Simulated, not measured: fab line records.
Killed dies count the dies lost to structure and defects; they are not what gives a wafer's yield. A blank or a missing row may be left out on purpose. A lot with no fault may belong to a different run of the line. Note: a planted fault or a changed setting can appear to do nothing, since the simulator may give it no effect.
A struck lot beside a sound one | flow sky130 | 26 steps out of a route of 708
Sound: these wafers, L840.1, L840.2, L840.5. The struck wafers were L842.1, L842.2, L842.4. At the end, the cause is stated.
For every step that has rows: the tool of each side, followed by ch and its chambers, followed by its first start. Under that, the readings that differ: sound wafers | struck wafers | difference of the means | sigmas: that difference in standard deviations of wafers without a fault.
alike: same words and numbers on both sides, and readings whose means sit less than 2 such deviations apart. not compared: any withheld reading, any reading some wafer has no value for, any bound like >300 that may hide the same value, and any number with overlapping values for which the record gives no deviation.
The two part at a step that has a row with sigmas, a row that says differs or no value, or rows on one side only. When numbers do not overlap yet have no deviation, they are printed without sigmas and do not part them. A reading missing from all wafers of one side parts the sides only when that side holds two or more wafers.

SKY_VIA4_ETCH_12: etches SiO2 in C4F8/O2/Ar, stops on TiN, target depth 580 nm.
  sound on rie diel-03 ch 1,2,3, day 43 14:33; struck on rie diel-02 ch 2,3, day 44 00:18
  alike: oes product au
then, 6 steps without rows for these wafers: SKY_VIA4_STRIP_13 (strips in O2/N2); SKY_VIA4_STRIP_14 (strips in post etch residue remover, time 1200 s); SKY_VIA4_CLEAN_15 (cleans in IPA, time 180 s); SKY_VIA4_CLEAN_16 (cleans in O3/DIW); SKY_VIA4_SPUTTER_17 (material TiN, target thk 20 nm, time 80 s); SKY_VIA4_CVD_18 (deposits W, target thk 505 nm, time 152.14 s).
SKY_VIA4_RS_MEAS_19: the measuring method here is four-point-probe.
  struck on film metro-02, day 44 01:11; sound on film metro-01, day 43 15:26
  alike: VIA4_W_RS
SKY_VIA4_THK_MEAS_20: measures by xrf.
  struck on film metro-02, day 44 01:19; sound on film metro-01, day 43 15:33
  alike: VIA4_W_THK
SKY_VIA4_CMP_21: polishes, stops on SiO2, t overpolish 25 s, target thk 0 nm.
  sound on cmp-01 ch 1,2, day 43 16:52; struck on cmp-02 ch 0,1,2, day 44 01:22
  reading          | sound             | struck            | difference | sigmas
  platen rpm (rpm) | 59.98 59.95 59.95 | 60.05 60.07 60.02 | +0.09      | +2
  alike: motor current A, overpolish run s, time to endpoint s
SKY_METAL5_SPUTTER_00: material Ti, target thk 15 nm, time 10 s.
  struck on pvd sputter-04, day 44 01:40; sound on pvd sputter-04, day 43 17:07
  alike: throttle valve pct
SKY_METAL5_SPUTTER_01: material TiN, target thk 20 nm, time 16.7 s.
  struck on pvd sputter-04, day 44 01:41; sound on pvd sputter-04, day 43 17:08
  alike: throttle valve pct
SKY_METAL5_SPUTTER_02: material AlCu, target thk 1150 nm, time 61.2 s.
  struck on pvd sputter-04, day 44 01:43; sound on pvd sputter-04, day 43 17:10
  reading                                     | sound          | struck         | difference | sigmas
  model.AlCu_of_METAL5_SPUTTER_02.thk nm (nm) | 1155 1174 1150 | 1586 1605 1600 | +437       |
  alike: throttle valve pct
then, 1 step without rows for these wafers: SKY_METAL5_SPUTTER_03 (material Ti, target thk 5 nm, time 3.3 s).
SKY_METAL5_SPUTTER_04: material TiN, target thk 70 nm, time 58.3 s.
  struck on pvd sputter-04, day 44 01:47; sound on pvd sputter-04, day 43 17:14
  alike: throttle valve pct
SKY_METAL5_RS_MEAS_05: the measuring method here is four-point-probe.
  struck on film metro-01, day 44 02:08; sound on film metro-04, day 43 17:17
  reading                 | sound                | struck               | difference | sigmas
  METAL5_ALCU_RS (ohm/sq) | 0.0270 0.0266 0.0271 | 0.0196 0.0193 0.0194 | -0.0075    | -24
  not compared: hold
SKY_METAL5_THK_MEAS_06: measures by xrf.
  struck on film metro-01, day 44 05:09; sound on film metro-04, day 43 17:24
  reading              | sound          | struck         | difference | sigmas
  METAL5_ALCU_THK (nm) | 1172 1191 1169 | 1613 1636 1628 | +448       | +30
  not compared: hold
then, 7 steps without rows for these wafers: SKY_METAL5_HMDS_08 (prime time 60 s); SKY_METAL5_COAT_09 (resist thk 1800 nm); SKY_METAL5_SOFTBAKE_10 (time 60 s); SKY_METAL5_EXPOSE_11 (exposes mask MM5, target cd 1600 nm); SKY_METAL5_PEB_12; SKY_METAL5_DEVELOP_13 (develop time 60 s); SKY_METAL5_DESCUM_14 (chemistry O2, time 11 s).
SKY_METAL5_METAL_ETCH_15: etches the open film in Cl2/BCl3, stops on SiO2, target depth 1260 nm, time 252 s.
  sound on rie metal-03 ch 0,1, day 44 15:02; struck on rie metal-04 ch 0,1, day 44 23:53
  reading               | sound             | struck            | difference | sigmas
  oes product au (a.u.) | 0.893 0.897 0.896 | 1.005 1.023 1.016 | +0.119     | +21
  alike: drypump motor current A, throttle valve pct
  not compared: rf hours counter h
then, 1 step without rows for these wafers: SKY_METAL5_STRIP_16 (strips in O2/N2).

== WHERE THEY PART ==
Last at SKY_METAL5_METAL_ETCH_15 as far as this record goes, first at SKY_VIA4_CMP_21.

WHY: what had been put in by the simulator
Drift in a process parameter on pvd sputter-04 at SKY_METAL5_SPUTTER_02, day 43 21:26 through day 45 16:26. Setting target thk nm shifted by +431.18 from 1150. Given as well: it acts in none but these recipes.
